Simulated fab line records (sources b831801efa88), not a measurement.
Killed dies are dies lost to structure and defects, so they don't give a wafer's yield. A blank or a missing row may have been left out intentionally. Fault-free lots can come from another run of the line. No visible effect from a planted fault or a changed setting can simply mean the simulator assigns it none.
Chamber matching    flow sfq_line    SFQ_TRILAYER_A5B_DEP_PECVD_129 on pecvd-01 has 3 sister chambers
The step deposits SiO2 from SiH4/N2O, time 133.33 s, target thk 600 nm. 16 wafers are shown with their chamber, then 8 later ones without.

== WAFERS, EACH WITH ITS CHAMBER ==
wafer   chamber  throttle_valve_pct (%)  heater_power_w (W)
L378.1  1        23.2                    68
L378.3  2        24.2                    64
L378.6  1        23.6                    77
L381.2  0        24.0                    75
L381.3  2        24.1                    76
L381.5  2        24.4                    79
L382.3  1        23.6                    74
L382.4  0        23.9                    81
L382.5  2        24.3                    71
L384.1  1        23.5                    80
L384.3  0        24.1                    82
L384.6  2        24.4                    64
L388.2  1        23.2                    72
L388.4  2        24.6                    64
L388.6  1        23.9                    79
L391.2  0        25.0                    80

SIGNATURES (means of the wafers above)
reading             chamber 0  chamber 1  chamber 2  scatter within a chamber
throttle_valve_pct  24.250     23.500     24.333     0.314
heater_power_w      79.50      75.00      69.67      5.25
Rule: a wafer lies at a distance from a chamber equal to the root of the sum of squares, over the readings, of (its reading less the chamber's mean, divided by the reading's scatter). If the next closest chamber is less than 2 further off than the closest, the wafer can't be placed; otherwise it belongs to the closest. The scatter: the root of (the sum of the squares of (reading less its chamber's mean) over the shown wafers, divided by (wafers less chambers)).

== WAFERS WITH NO CHAMBER GIVEN ==
wafer   throttle_valve_pct (%)  heater_power_w (W)
L391.5  23.9                    75
L391.6  24.8                    83
L396.1  23.9                    75
L396.3  25.1                    77
L396.6  24.9                    72
L397.1  25.0                    64
L397.4  25.2                    85
L397.5  24.3                    75

== CHAMBER TAKEN BY EACH ==
wafer   from the rows above           in truth
L391.5  can't be placed: 1 or 0 or 2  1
L391.6  can't be placed: 0 or 2       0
L396.1  can't be placed: 1 or 0 or 2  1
L396.3  can't be placed: 0 or 2       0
L396.6  can't be placed: 2 or 0       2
L397.1  can't be placed: 2 or 0       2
L397.4  can't be placed: 0 or 2       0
L397.5  can't be placed: 0 or 2 or 1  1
0 of 8 placed correctly. Not placeable from these rows: 8 (in 8, the candidates include the true chamber). Placed wrongly: 0.
